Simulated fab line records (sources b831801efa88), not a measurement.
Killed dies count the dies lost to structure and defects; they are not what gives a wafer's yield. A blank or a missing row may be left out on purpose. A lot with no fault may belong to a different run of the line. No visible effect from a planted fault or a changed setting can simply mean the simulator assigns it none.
Struck lot and sound lot, side by side + flow gf180mcu + 15 steps out of a route of 602
Sound: the wafers L536.1, L536.2, L536.4. Struck: wafer L533.2. (L533.3, L533.5 of the same lot were not struck and are left out.) The cause comes at the end.
Each step with rows lists, per side, the tool, then ch with its chambers, then its first start. Under that, the readings that differ: sound wafers + struck wafers + difference of the means + sigmas: that difference in standard deviations of wafers without a fault.
alike: same words and numbers on both sides, and readings whose means sit less than 2 such deviations apart. not compared: any withheld reading, any reading some wafer has no value for, any bound like >300 that may hide the same value, and any number with overlapping values for which the record gives no deviation.
Wherever a step has rows on one side only, a row that says differs or no value, or a row with sigmas, the two part there. Numbers that have no deviation but don't overlap get no sigmas and don't part them. Lack of a reading on every wafer of one side parts them only where that side has two or more wafers.

GF_V2_ETCH_16: etches BARC in N2/H2.
  sound on rie-diel-02 ch 0,2,3, day 25 00:13; struck on rie-diel-02 ch 1, day 24 00:16
| reading                        | sound                | struck | difference | sigmas |
|--------------------------------|----------------------|--------|------------|--------|
| chamber-pressure-mTorr (mTorr) | 29.949 29.984 30.022 | 30.046 | +0.061     | +2     |
  alike: drypump-motor-current-A, oes-product-au, throttle-valve-pct
then, 1 step without rows for these wafers: GF_V2_ETCH_17 (etches SiO2 in C4F8/O2/Ar, stops on TiN, target depth 630 nm).
GF_V2_STRIP_18: strips in O2/N2.
  sound on plasma-asher-04 ch 0,1, day 25 00:20; struck on plasma-asher-04 ch 1, day 24 00:23
  alike: chamber-pressure-mTorr, drypump-motor-current-A, heater-power-w, oes-product-au
  not compared: rf-hours-counter-h
then, 3 steps without rows for these wafers: GF_V2_STRIP_19 (strips in post etch residue remover, time 1200 s); GF_V2_CLEAN_20 (cleans in DIW); GF_V2_SPUTTER_21 (material Ti, target thk 15 nm, time 80.02 s).
GF_V2_SPUTTER_22: material TiN, target thk 10 nm, time 40.64 s.
  sound on pvd-sputter-01 at day 25 00:56; struck on pvd-sputter-02 at day 24 01:19
  alike: chamber-pressure-pa, throttle-valve-pct
then, 1 step without rows for these wafers: GF_V2_CVD_23 (deposits W, target thk 350 nm, time 104.94 s).
GF_V2_RS_MEAS_24: uses a four-point probe to measure.
  sound on film-metro-03 at day 25 01:05; struck on film-metro-04 at day 24 01:29
| reading          | sound             | struck | difference | sigmas |
|------------------|-------------------|--------|------------|--------|
| V2_W_RS (ohm/sq) | 0.328 0.320 0.319 | 0.334  | +0.012     | +2     |
GF_V2_THK_MEAS_25: measures by xrf.
  sound on film-metro-03 at day 25 01:12; struck on film-metro-04 at day 24 01:36
  alike: V2_W_THK
then, 1 step without rows for these wafers: GF_V2_CMP_26 (polishes, stops on SiO2, t overpolish 15 s, target thk 0 nm).
GF_M3_SPUTTER_00: material Ti, target thk 37.5 nm, time 150 s.
  sound on pvd-sputter-02 at day 25 01:42; struck on pvd-sputter-04 at day 24 01:57
  alike: chamber-pressure-pa, throttle-valve-pct
GF_M3_SPUTTER_01: material TiN, target thk 30 nm, time 25 s.
  sound on pvd-sputter-02 at day 25 01:48; struck on pvd-sputter-04 at day 24 02:03
| reading                                | sound                | struck | difference | sigmas      |
|----------------------------------------|----------------------|--------|------------|-------------|
| chamber-pressure-pa (Pa)               | 0.3998 0.4002 0.4011 | 0.1503 | -0.2501    | -99 or more |
| throttle-valve-pct (%)                 | 31.1 29.5 31.4       | 48.7   | +18.0      | +19         |
| model.TiN_of_M3_SPUTTER_01.thk-nm (nm) | 30.58 30.12 29.77    | 32.6   | +2.4       |             |
GF_M3_SPUTTER_02: material AlCu, target thk 450 nm, time 23.9 s.
  sound on pvd-sputter-02 at day 25 01:50; struck on pvd-sputter-04 at day 24 02:05
  alike: chamber-pressure-pa, throttle-valve-pct
GF_PASSIVATION_PROBE_99:
  the record has rows for the sound wafers here (prober-02, day 32 18:21) and none for the struck ones

## WHERE THEY PART
First at GF_V2_ETCH_16; last, within this record, at GF_PASSIVATION_PROBE_99.

WHY: the cause the simulator had injected
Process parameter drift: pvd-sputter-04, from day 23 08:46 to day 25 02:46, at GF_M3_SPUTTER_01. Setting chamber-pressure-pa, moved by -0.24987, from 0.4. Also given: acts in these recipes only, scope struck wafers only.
